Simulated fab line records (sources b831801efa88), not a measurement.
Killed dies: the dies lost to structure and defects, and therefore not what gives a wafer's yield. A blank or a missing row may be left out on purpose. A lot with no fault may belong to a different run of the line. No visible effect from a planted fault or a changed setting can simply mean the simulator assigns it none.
Split-lot experiment -- flow sky130 -- 23 wafers read from 5 lots, route of 708 steps

== THE SPLIT ==
At SKY_PASSIVATION_COAT_06 (resist thk 3000 nm), the setting resist-thk-nm was moved away from the recipe's 3000 nm on 10 of the 23 wafers read, by -5.2% to +3.2%. This setting was run at the recipe's value on the other wafers.

== FROM THE SPLIT TO THE READING: what the file shows between them, 4 steps ==
- SKY_PASSIVATION_SOFTBAKE_07
- SKY_PASSIVATION_EXPOSE_08: exposes mask NSM, target cd 3000 nm
- SKY_PASSIVATION_PEB_09
- SKY_PASSIVATION_DEVELOP_10: develop time 61.78 s

== THE READING ==
coat_of_PASSIVATION_COAT_06.thk-nm (the simulator's own value, which no gauge read), in nm, at SKY_PASSIVATION_ETCH_11 (etches the open film in CF4/O2, stops on AlCu, target depth 725 nm, time 161.1 s). There is no usual value for it anywhere in the file. The 13 wafers here that ran the recipe average 2519 nm, standard deviation 13 nm.

wafer,"tool, chamber at the split","resist-thk-nm as run, nm",against the recipe,"coat_of_PASSIVATION_COAT_06.thk-nm, nm",against lot-mates on the recipe
L075.1,"litho-track-01, 0",3000,recipe,2498,-
L075.2,"litho-track-01, 0",3097,+3.2%,2624,+124
L075.3,"litho-track-01, 0",3000,recipe,2503,-
L075.5,"litho-track-01, 0",3097,+3.2%,2621,+120
L075.6,"litho-track-01, 0",3097,+3.2%,2585,+84
L076.2,"litho-track-03, 0",3000,recipe,2548,-
L076.3,"litho-track-03, 0",3079,+2.6%,2599,+70
L076.4,"litho-track-03, 0",3000,recipe,2515,-
L076.5,"litho-track-03, 0",3000,recipe,2523,-
L076.6,"litho-track-03, 0",3079,+2.6%,2580,+51
L079.3,"litho-track-02, 0",3000,recipe,2516,-
L079.5,"litho-track-02, 0",3000,recipe,2509,-
L079.6,"litho-track-02, 0",3000,recipe,2533,-
L082.1,"litho-track-03, 0",3000,recipe,2529,-
L082.2,"litho-track-03, 0",2843,-5.2%,2385,-145
L082.3,"litho-track-03, 0",2843,-5.2%,2347,-183
L082.4,"litho-track-03, 0",2843,-5.2%,2357,-173
L082.5,"litho-track-03, 0",3000,recipe,2531,-
L084.1,"litho-track-01, 0",3000,recipe,2505,-
L084.2,"litho-track-01, 0",3000,recipe,2518,-
L084.4,"litho-track-01, 0",3000,recipe,2513,-
L084.5,"litho-track-01, 0",2904,-3.2%,2419,-93
L084.6,"litho-track-01, 0",2904,-3.2%,2422,-90

FIT RESULTS
A straight line over all 23 wafers: coat_of_PASSIVATION_COAT_06.thk-nm changes by +29.2 nm for each +1% of resist-thk-nm; r = +0.98; the points scatter about the line by 14 nm.
The same after taking each lot's own level away (the mean of its wafers on the recipe; 23 wafers): +31 nm for each +1%; r = +0.99; scatter 14 nm.
On that fit, the largest move of resist-thk-nm shifts the reading by 1.6e+02 nm.
Across the lots, their own levels run from 2500.5 to 2530.0 nm, a range of 2.2 times the standard deviation given above.
Hence the lot-to-lot level has little effect on the slope; both slopes agree.
Check: with one of the wafers moved furthest among these (-5.2%) left out of the fit, the line predicts -168 nm for it against its lot-mates. It came out at -145 nm against them.

== OTHER SPLITS ON THESE WAFERS ==
Note: prior to the reading, these wafers also went through further splits. Each is held against what the fit with the lots' levels taken away leaves over:
other split on the same wafers,wafers away from the commonest value,r with coat_of_PASSIVATION_COAT_06.thk-nm (lot level and that fit taken away)
SKY_METAL5_SOFTBAKE_10 temp-c,7,-0.08

== THE WHOLE CHAIN: every reading that the file lists as answering this split, in the file's order ==
step,what it does,reading,change (the file's fit),r (the file's)
SKY_PASSIVATION_COAT_06,resist thk 3000 nm,"coat_of_PASSIVATION_COAT_06.thk-nm (the simulator's own value, which no gauge read)",+29 nm for each +1% of the setting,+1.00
SKY_PASSIVATION_DEVELOP_10,develop time 61.78 s,"PASSIVATION.cd-nm (the simulator's own value, which no gauge read)",-1.63 nm for each +1% of the setting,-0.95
SKY_PASSIVATION_ETCH_11,"etches the open film in CF4/O2, stops on AlCu, target depth 725 nm, time 161.1 s","coat_of_PASSIVATION_COAT_06.thk-nm (the simulator's own value, which no gauge read)",+30.6 nm for each +1% of the setting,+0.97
SKY_PASSIVATION_STRIP_12,strips in O2/N2,strip-time-to-endpoint-s,withheld for each +1% of the setting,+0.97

== FILE'S OWN FIT ==
coat_of_PASSIVATION_COAT_06.thk-nm changes by +30.6 nm for each +1% of resist-thk-nm, r = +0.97.
